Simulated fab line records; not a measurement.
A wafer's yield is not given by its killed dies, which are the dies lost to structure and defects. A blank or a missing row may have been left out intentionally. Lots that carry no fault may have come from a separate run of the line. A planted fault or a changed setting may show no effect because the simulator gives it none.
Chamber matching    flow sky130    cmp-02 running SKY_CONTACT_CMP_27: 4 sister chambers
The step polishes, stops on SiO2, t overpolish 15 s, target thk 0 nm. 27 wafers are shown with their chamber, then 12 later ones without.

== WAFERS WITH THEIR CHAMBER ==
wafer   chamber  motor-current-A (A)  platen-rpm (rpm)  time-to-endpoint-s (s)
L074.2  1        10.4                 59.97             82
L074.3  0        9.6                  60.00             84
L074.4  2        9.8                  60.03             81
L078.1  0        9.7                  59.99             83
L078.4  3        10.3                 59.95             79
L078.5  1        10.4                 60.04             83
L080.3  3        10.4                 59.98             82
L080.4  0        10.0                 60.03             82
L080.6  3        10.0                 59.96             82
L083.1  1        10.5                 60.01             87
L083.2  2        9.8                  60.01             87
L083.6  3        11.0                 59.99             85
L085.2  1        10.8                 59.93             84
L085.3  2        9.8                  60.00             86
L085.5  3        10.7                 60.02             83
L086.4  2        9.5                  60.05             86
L086.5  2        10.0                 60.00             88
L086.6  3        9.7                  60.04             85
L088.1  0        9.8                  60.02             81
L088.3  2        10.1                 59.97             83
L088.4  1        10.3                 59.98             82
L090.3  3        10.4                 60.01             84
L090.4  1        11.0                 59.98             80
L090.5  0        10.5                 60.01             84
L091.2  2        10.0                 60.06             80
L091.3  0        9.2                  59.97             79
L091.5  0        9.5                  60.00             82

SIGNATURES (averages over the wafers above)
reading             chamber 0  chamber 1  chamber 2  chamber 3  scatter within a chamber
motor-current-A     9.757      10.567     9.857      10.357     0.344
platen-rpm          60.0029    59.9850    60.0171    59.9929    0.0306
time-to-endpoint-s  82.14      83.00      84.43      82.86      2.39
Rule: for each reading, subtract the chamber's mean from the wafer's reading, divide by that reading's scatter and square the result; add these up over the readings and take the root, which gives the wafer's distance from the chamber. If the next closest chamber is less than 2 further off than the closest, the wafer can't be placed; otherwise it belongs to the closest. How the scatter is found: for the shown wafers, subtract from each reading the mean of its chamber, square and add these, divide the total by (wafers less chambers), then take the root.

== WAFERS MISSING THEIR CHAMBER ==
wafer   motor-current-A (A)  platen-rpm (rpm)  time-to-endpoint-s (s)
L093.1  10.3                 60.00             83
L093.5  10.3                 60.05             81
L093.6  10.9                 59.92             78
L094.2  9.6                  60.00             82
L094.4  9.9                  59.93             77
L094.5  10.1                 59.93             79
L096.1  9.9                  60.00             83
L096.2  10.1                 60.03             82
L096.5  10.5                 60.03             81
L095.1  10.1                 60.00             81
L095.2  10.1                 60.02             80
L095.4  10.7                 59.96             80

== EACH ONE'S CHAMBER ==
wafer   from the rows above                in truth
L093.1  can't be placed: 3 or 1 or 2 or 0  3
L093.5  can't be placed: 3 or 2 or 0 or 1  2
L093.6  can't be placed: 1 or 3 or 0       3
L094.2  can't be placed: 0 or 2 or 3       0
L094.4  can't be placed: 0 or 3 or 1 or 2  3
L094.5  can't be placed: 3 or 1 or 0 or 2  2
L096.1  can't be placed: 0 or 2 or 3 or 1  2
L096.2  can't be placed: 2 or 0 or 3 or 1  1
L096.5  can't be placed: 3 or 1 or 0 or 2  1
L095.1  can't be placed: 3 or 0 or 1 or 2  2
L095.2  can't be placed: 0 or 3 or 2 or 1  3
L095.4  can't be placed: 1 or 3 or 0       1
0 of 12 placed correctly. Can't be placed from these rows: 12 (the true chamber is among the candidates in 12). Number placed wrongly: 0.
